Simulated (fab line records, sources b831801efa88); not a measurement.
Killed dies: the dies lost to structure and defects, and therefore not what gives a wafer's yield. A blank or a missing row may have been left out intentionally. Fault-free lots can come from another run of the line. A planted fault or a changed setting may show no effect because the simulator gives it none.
Which tool did it? || flow sky130 || 7 lots with 21 wafers sampled at 2 steps, on a route of 708 steps

## WHAT THE GAUGES READ, wafer by wafer
SKY_POLY_GATE_THK_MEAS_21.
{"lot": "L460", "measured": "day 16 15:50", "on": "filmMetro-01", "POLY_GATE_OXIDATION_THK (nm)": "4.00 3.99 3.92"}
{"lot": "L464", "measured": "day 19 00:55", "on": "filmMetro-01", "POLY_GATE_OXIDATION_THK (nm)": "3.90 4.02 4.03"}
{"lot": "L467", "measured": "day 19 15:27", "on": "filmMetro-03", "POLY_GATE_OXIDATION_THK (nm)": "4.03 3.96 4.03"}
{"lot": "L469", "measured": "day 20 00:14", "on": "filmMetro-03", "POLY_GATE_OXIDATION_THK (nm)": "3.99 4.03 4.03"}
{"lot": "L471", "measured": "day 20 17:14", "on": "filmMetro-01", "POLY_GATE_OXIDATION_THK (nm)": "4.04 4.17 4.13"}
{"lot": "L477", "measured": "day 23 07:20", "on": "filmMetro-02", "POLY_GATE_OXIDATION_THK (nm)": "4.09 4.05 4.06"}
{"lot": "L482", "measured": "day 24 13:49", "on": "filmMetro-01", "POLY_GATE_OXIDATION_THK (nm)": "3.97 4.06 3.97"}

## EACH LOT AND THE TOOL THAT RAN IT (in order: tool; ch and the chambers of the sampled wafers; start)
{"lot": "L460", "SKY_SONOS_ONO_STRIP_17": "plasmaAsher-01 ch 0,1, day 12 19:46"}
{"lot": "L464", "SKY_SONOS_ONO_STRIP_17": "plasmaAsher-04 ch 0,1, day 14 21:50"}
{"lot": "L467", "SKY_SONOS_ONO_STRIP_17": "plasmaAsher-04 ch 0,1, day 15 04:49"}
{"lot": "L469", "SKY_SONOS_ONO_STRIP_17": "plasmaAsher-03 ch 0,1, day 15 16:10"}
{"lot": "L471", "SKY_SONOS_ONO_STRIP_17": "plasmaAsher-01 ch 0,1, day 16 09:50"}
{"lot": "L477", "SKY_SONOS_ONO_STRIP_17": "plasmaAsher-01 ch 1, day 19 01:43"}
{"lot": "L482", "SKY_SONOS_ONO_STRIP_17": "plasmaAsher-04 ch 0,1, day 20 10:20"}
- SKY_SONOS_ONO_STRIP_17: strips in O2/N2.

## THE ANSWER, worked out from the rows above alone
Rule: the usual values come from the lots themselves. The widest of any qualifying gaps counts: lots, ordered by their means at a reading, are off when they make up no more than a third of the lots, leave a main group of 4 or more, and stand apart from it by 3 or more times the standard deviation of that group's means. The tables above print the reading to a certain number of digits; a main group whose means all agree to those digits is not used. A lot without any number at a reading at which 4 lots or more have one is off too. Where the step has rows for the other lots, those lots are counted as sound.
Nothing can be told from this: no lot is off at any reading shown.

## WHAT HAD BEEN PUT IN BY THE SIMULATOR
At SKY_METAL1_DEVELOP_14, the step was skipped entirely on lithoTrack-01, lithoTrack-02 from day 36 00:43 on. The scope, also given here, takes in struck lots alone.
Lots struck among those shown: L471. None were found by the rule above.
